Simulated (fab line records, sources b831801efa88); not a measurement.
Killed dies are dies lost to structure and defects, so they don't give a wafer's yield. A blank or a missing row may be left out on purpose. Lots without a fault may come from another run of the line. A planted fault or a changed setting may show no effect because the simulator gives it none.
Which tool did it? | flow sky130 | 6 lots, 18 wafers sampled, at 2 steps of a route of 708

WHAT THE GAUGES READ, wafer by wafer
SKY_CONTACT_THK_MEAS_03.
lot  | measured     | on            | CONTACT_HDPCVD_THK (nm)
L928 | day 31 10:09 | film_metro-04 | 565 563 570
L930 | day 31 18:06 | film_metro-04 | 561 552 554
L939 | day 34 19:16 | film_metro-04 | 552 562 566
L943 | day 36 05:11 | film_metro-04 | 561 566 558
L947 | day 37 13:01 | film_metro-04 | 574 563 564
L949 | day 38 02:28 | film_metro-01 | 564 561 560

WHICH TOOL RAN EACH LOT (tool, then ch and the chambers of the sampled wafers, then the start)
lot  | SKY_LOCAL_INTERCONNECT_STRIP_15
L928 | plasma_asher-04 ch 0,1, day 31 09:22
L930 | plasma_asher-04 ch 0,1, day 31 17:20
L939 | plasma_asher-01 ch 0,1, day 34 18:29
L943 | plasma_asher-03 ch 0,1, day 36 04:26
L947 | plasma_asher-04 ch 0,1, day 37 12:14
L949 | plasma_asher-01 ch 0,1, day 38 01:32
- SKY_LOCAL_INTERCONNECT_STRIP_15: strips in O2/N2.

THE ANSWER, worked out from the rows above alone
Rule: what is usual is taken from the lots themselves. Put in order of their means at a reading, lots are off if they are a third of the lots or fewer, leave a main group of 4 or more, and stand apart from it by a gap of 3 or more times the standard deviation of the main group's means; of several such gaps the widest counts. A main group whose means are all the same, to the digits that the tables above print for the reading, isn't used. A lot without any number at a reading at which 4 lots or more have one is off too. The other lots that the step has rows for count as sound.
No lot is off at any reading shown: from this, nothing can be told.

WHAT THE SIMULATOR HAD PUT IN
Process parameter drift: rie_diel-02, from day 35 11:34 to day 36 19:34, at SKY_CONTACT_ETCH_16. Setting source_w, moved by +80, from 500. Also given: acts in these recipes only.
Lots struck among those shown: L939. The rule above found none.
